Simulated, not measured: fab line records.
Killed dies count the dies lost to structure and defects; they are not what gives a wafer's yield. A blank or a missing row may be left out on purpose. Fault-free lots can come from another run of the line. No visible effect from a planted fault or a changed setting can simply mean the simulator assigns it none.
What tool caused it? -- flow gf180mcu -- Sampling: 7 lots, 21 wafers, 2 of 602 route steps

WHAT THE GAUGES READ, wafer by wafer
GF_VT_IMPLANT_RS_MEAS_48: measurement is done with a four-point probe.
lot,measured,on,LVPWELL_RS (ohm/sq)
L784,day 8 10:41,filmMetro-04,1202 1201 1200
L786,day 8 14:10,filmMetro-04,1187 1187 1182
L795,day 10 21:38,filmMetro-03,1201 1197 1195
L798,day 11 20:11,filmMetro-02,1197 1196 1194
L800,day 12 10:14,filmMetro-03,1198 1198 1200
L802,day 12 22:41,filmMetro-04,1200 1202 1199
L806,day 14 00:34,filmMetro-02,1196 1193 1193

WHICH TOOL RAN EACH LOT (tool, then ch and the chambers of the sampled wafers, then the start)
lot,GF_LVPWELL_IMPLANT_09
L784,"implanter-01 ch 0, day 4 15:31"
L786,"implanter-01 ch 0, day 4 18:47"
L795,"implanter-04 ch 0, day 6 16:59"
L798,"implanter-02 ch 0, day 7 10:14"
L800,"implanter-01 ch 0, day 7 22:40"
L802,"implanter-01 ch 0, day 8 09:04"
L806,"implanter-04 ch 0, day 9 04:43"
- GF_LVPWELL_IMPLANT_09

THE ANSWER, worked out from the rows above alone
Rule: the usual values come from the lots themselves. The widest of any qualifying gaps counts: lots, ordered by their means at a reading, are off when they make up no more than a third of the lots, leave a main group of 4 or more, and stand apart from it by 3 or more times the standard deviation of that group's means. If all means in a main group match to the digits the tables above print for the reading, that group is not used. A lot without any number at a reading at which 4 lots or more have one is off too. All remaining lots with rows at the step are treated as sound.
Off: at GF_VT_IMPLANT_RS_MEAS_48 (LVPWELL_RS), L786. Main group: mean 1198 ohm/sq, sd 2.5.
If a tool, at a process step before that reading, ran all the lots that are off and no sound lot after the first of them, it fits. Those tools and the gauges at GF_VT_IMPLANT_RS_MEAS_48 are tried in the same way. Not one of the candidates tried fits.

WHAT THE SIMULATOR PUT IN
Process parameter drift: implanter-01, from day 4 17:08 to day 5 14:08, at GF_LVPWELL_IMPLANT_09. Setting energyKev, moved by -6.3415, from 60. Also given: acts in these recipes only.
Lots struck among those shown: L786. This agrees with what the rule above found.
